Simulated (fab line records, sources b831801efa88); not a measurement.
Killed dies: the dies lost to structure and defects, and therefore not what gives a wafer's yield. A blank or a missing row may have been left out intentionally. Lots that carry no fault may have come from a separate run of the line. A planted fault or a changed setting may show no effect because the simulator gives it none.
Matching of chambers ; flow gf180mcu ; 3 sister chambers for GF_V2_CVD_02 on pecvd-03
The step deposits SiO2 from TEOS, target thk 850 nm, time 94.851 s. 6 wafers are shown with their chamber, then 7 later ones without.

## WAFERS WITH THEIR CHAMBER
wafer;chamber;heater power w (W);susceptor temp C (C)
L074.6;0;925;399.97
L092.1;2;773;400.34
L092.2;1;494;399.71
L092.3;0;887;400.01
L093.1;1;571;400.34
L093.3;2;894;400.12

## WAFERS WHOSE CHAMBER IS MISSING
wafer;heater power w (W);susceptor temp C (C)
L093.4;784;399.98
L094.2;778;399.88
L094.3;596;399.83
L094.5;849;399.79
L095.1;816;400.22
L095.5;572;399.85
L095.6;895;400.30

## WHICH CHAMBER EACH WENT THROUGH
wafer;from the rows above;in truth
L093.4;can't be placed: 2 or 0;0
L094.2;can't be placed: 2 or 0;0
L094.3;1;1
L094.5;can't be placed: 0 or 2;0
L095.1;can't be placed: 2 or 0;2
L095.5;1;1
L095.6;can't be placed: 2 or 0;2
2 of 7 placed correctly. From these rows, 5 cannot be placed; in 5 the true chamber is one of the candidates. Wrongly placed: 0.
How it was worked out, from the rows above alone: a wafer's distance from a chamber is the root of the sum, over the readings, of the square of ((its reading less the chamber's mean) divided by the reading's scatter). If the next closest chamber is less than 2 further off than the closest, the wafer can't be placed; otherwise it belongs to the closest. Each chamber's mean is taken over the wafers shown for it. The scatter: take each reading less its chamber's mean, square it, sum over the shown wafers, divide by the number of wafers less the number of chambers, and take the root.
